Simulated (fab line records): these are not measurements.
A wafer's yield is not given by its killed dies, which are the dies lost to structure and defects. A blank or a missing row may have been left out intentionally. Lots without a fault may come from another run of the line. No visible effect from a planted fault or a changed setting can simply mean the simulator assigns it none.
One fault seen from 2 desks -- flow sky130 -- each desk holds nothing but its own numbers, with what lay behind them at the end

## FROM THE METROLOGY DESK
What the gauges read for every lot (on any tool): the sampled wafers with a number, averaged. The brackets show how far a lot's mean lies from the usual mean; more than 4 standard deviations puts the lot out of limits, marked OUT.
Columns: A = SONOS_ONO_OVL at SKY_SONOS_ONO_OVL_MEAS_14, usual 2.0 nm
lot,first seen here,A
L867,day 12 15:18,4.8
L868,day 12 21:08,2.4
L869,day 13 07:46,4.1
L871,day 14 07:13,1.3
L876,day 15 19:55,-1.3
L879,day 17 10:23,-0.5
L880,day 17 10:41,3.0
L887,day 19 16:58,2.0
L888,day 20 01:22,2.5
L890,day 20 15:01,2.7
This desk's finding: nothing out of limits on any of the 10 lots.

## FOR THE TOOL OWNER'S DESK: rieMetal-01
The tool's own readings at SKY_LOCAL_INTERCONNECT_ETCH_13 (etches BARC in N2/H2, stops on SiO2, time 45.9 s, target depth 60 nm): means of the sampled wafers that have a number, for each lot that ran on this tool. The brackets show how far a lot's mean lies from the usual mean; more than 4 standard deviations puts the lot out of limits, marked OUT.
Columns: A = drypumpMotorCurrentA at SKY_LOCAL_INTERCONNECT_ETCH_13, usual 5.7 A; B = oesProductAu at SKY_LOCAL_INTERCONNECT_ETCH_13, usual 0.854 a.u.; C = throttleValvePct at SKY_LOCAL_INTERCONNECT_ETCH_13, usual 13.225 %
lot,first seen here,A,B,C
L869,day 31 02:12,5.6,0.849,13.218
L876,day 33 09:44,6.0,0.859,13.231
L887,day 36 21:22,5.6,0.718 (-29) OUT,13.217
L890,day 37 19:14,5.6,0.724 (-28) OUT,13.205
Finding of this desk: L887, L890 out of limits; the first was L887 at day 36 21:22, on oesProductAu at SKY_LOCAL_INTERCONNECT_ETCH_13. Within limits: L869, L876.

## BROUGHT TOGETHER
The tool owner's desk could have raised an alarm at day 36 21:22, on L887, L890.
Metrology desk: nothing out of limits seen.
The metrology desk holds a record of L887, L890, inside its limits.
Every lot named ran SKY_LOCAL_INTERCONNECT_ETCH_13 on rieMetal-01.

## WHAT THE SIMULATOR PUT IN
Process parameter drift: rieMetal-01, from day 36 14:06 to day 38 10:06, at SKY_LOCAL_INTERCONNECT_ETCH_13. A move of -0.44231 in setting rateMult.
Lots struck among those shown: L887, L890.
Hours from the fault's start to each desk's first reading out of limits: the tool owner's desk, 7.
